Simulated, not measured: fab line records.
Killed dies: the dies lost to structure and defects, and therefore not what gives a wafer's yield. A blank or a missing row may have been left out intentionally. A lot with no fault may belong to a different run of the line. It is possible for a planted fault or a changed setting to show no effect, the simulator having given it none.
Struck lot and sound lot, side by side | flow sky130 | 31 steps out of a route of 708
Sound: wafers L216.1, L216.4, L216.5. Wafers L227.1, L227.2, L227.4 were the ones struck. At the end, the cause is stated.
Per side, at each step with rows, come the tool, then ch with its chambers, and then its first start. Under that, the readings that differ: sound wafers | struck wafers | difference of the means | sigmas: that difference in standard deviations of wafers without a fault.
alike: a reading whose means differ by less than 2 such deviations, as well as words and numbers matching on both sides. not compared: withheld readings; readings where some wafer has no value; bounds like >300 that might hide an equal value; numbers whose values overlap and for which the record gives no deviation.
The two part at a step that has a row with sigmas, a row that says differs or no value, or rows on one side only. Non-overlapping numbers with no deviation appear without sigmas and do not part them. Lack of a reading on every wafer of one side parts them only where that side has two or more wafers.

first, 1 step without rows for these wafers: SKY_NWELL_IMPLANT_13.
SKY_NWELL_STRIP_14: strips in O2/N2.
  sound on plasma asher-04 ch 0,1, day 7 00:06; struck on plasma asher-01 ch 0,1, day 9 15:21
  alike: chamber pressure mTorr, drypump motor current A, oes product au, strip time to endpoint s
  not compared: rf hours counter h
SKY_NWELL_TW_MEAS_15:
  struck on film metro-04, day 9 15:27; sound on film metro-03, day 7 00:14
  alike: NWELL_TW
then, 7 steps without rows for these wafers: SKY_NWELL_DEHYDRATE_16 (time 60 s); SKY_NWELL_HMDS_17 (prime time 60 s); SKY_NWELL_COAT_18 (resist thk 3000 nm); SKY_NWELL_SOFTBAKE_19; SKY_NWELL_EXPOSE_20 (exposes mask NWM COMPLEMENT, target cd 840 nm); SKY_NWELL_PEB_21; SKY_NWELL_DEVELOP_22 (develop time 57.51 s).
SKY_NWELL_OVL_MEAS_23:
  struck on overlay-02, day 10 13:25; sound on overlay-02, day 7 19:34
  alike: NWELL_01_OVL
then, 1 step without rows for these wafers: SKY_NWELL_IMPLANT_24.
SKY_NWELL_STRIP_25: strips in O2/N2.
  sound on plasma asher-01 ch 0,1, day 7 19:45; struck on plasma asher-03 ch 0,1, day 10 13:36
  no value came back on the struck wafers for any of 5 readings (chamber pressure mTorr (mTorr), drypump motor current A (A) and others); on the sound wafers chamber pressure mTorr (mTorr) reads 1499.3 1499.2 1501.1
  reading                                 | sound | struck         | difference | sigmas
  model.coat_of_NWELL_COAT_18.thk nm (nm) | 0 0 0 | 3001 3007 3001 | +3003      |
  not compared: rf hours counter h
SKY_NWELL_TW_MEAS_26:
  struck on film metro-01, day 10 13:42; sound on film metro-03, day 7 19:51
  alike: NWELL_2_TW
then, 1 step without rows for these wafers: SKY_NWELL_CLEAN_27 (cleans in SC1/SC2, time 150 s).
SKY_NWELL_RTA_28: time 30 s.
  sound on rtp anneal-01 ch 0, day 7 19:58; struck on rtp anneal-01 ch 0, day 10 13:49
  alike: anneal temp c max, lamp power pct, ramp down c per s, wafer_temp_C_max
SKY_NWELL_RS_MEAS_29: measures by four-point-probe.
  struck on film metro-04, day 10 13:55; sound on film metro-01, day 7 20:04
  alike: NWELL_RS
SKY_NWELL_RS_MEAS_31: measures by four-point-probe.
  struck on film metro-04, day 10 14:09; sound on film metro-01, day 7 20:18
  alike: PWDE_RS
then, 7 steps without rows for these wafers: SKY_VT_ADJUST_HVTP_DEHYDRATE_00 (time 60 s); SKY_VT_ADJUST_HVTP_HMDS_01 (prime time 60 s); SKY_VT_ADJUST_HVTP_COAT_02 (resist thk 1140 nm); SKY_VT_ADJUST_HVTP_SOFTBAKE_03 (time 60 s); SKY_VT_ADJUST_HVTP_EXPOSE_04 (exposes mask HVTPM, target cd 380 nm); SKY_VT_ADJUST_HVTP_PEB_05; SKY_VT_ADJUST_HVTP_DEVELOP_06 (develop time 57.7 s).
SKY_VT_ADJUST_HVTP_CD_MEAS_07 targets a cd of 380 nm.
  struck on cd sem-01, day 11 12:55; sound on cd sem-01, day 8 16:10
  alike: cd nm
SKY_VT_ADJUST_HVTP_OVL_MEAS_08:
  struck on overlay-01, day 11 13:02; sound on overlay-02, day 8 16:17
  alike: VT_ADJUST_HVTP_OVL
then, 1 step without rows for these wafers: SKY_VT_ADJUST_HVTP_IMPLANT_09.
SKY_VT_ADJUST_HVTP_STRIP_10: strips in O2/N2.
  sound on plasma asher-03 ch 0,1, day 8 16:29; struck on plasma asher-03 ch 0,1, day 11 13:14
  reading                      | sound             | struck            | difference | sigmas
  oes product au (a.u.)        | 0.720 0.718 0.712 | 0.730 0.732 0.725 | +0.012     | +3
  strip time to endpoint s (s) | 14.17 14.20 14.15 | 58.72 58.85 58.74 | +44.60     | +99 or more
  alike: chamber pressure mTorr, drypump motor current A
  not compared: rf hours counter h
SKY_VT_ADJUST_HVTP_TW_MEAS_11:
  struck on film metro-03, day 11 13:20; sound on film metro-03, day 8 16:35
  reading           | sound          | struck   | difference | sigmas
  VT_ADJUST_HVTP_TW | 1355 1353 1362 | 30 30 30 | -1327      | -99 or more
then, 1 step without rows for these wafers: SKY_VT_ADJUST_LVTN_DEHYDRATE_00 (time 60 s).

== WHERE THEY PART ==
Earliest at SKY_NWELL_STRIP_25; latest, in this record, at SKY_VT_ADJUST_HVTP_TW_MEAS_11.

WHY: whatever the simulator had introduced
Beginning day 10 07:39, the whole step at SKY_NWELL_STRIP_25 was skipped on plasma asher-03. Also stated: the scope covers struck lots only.
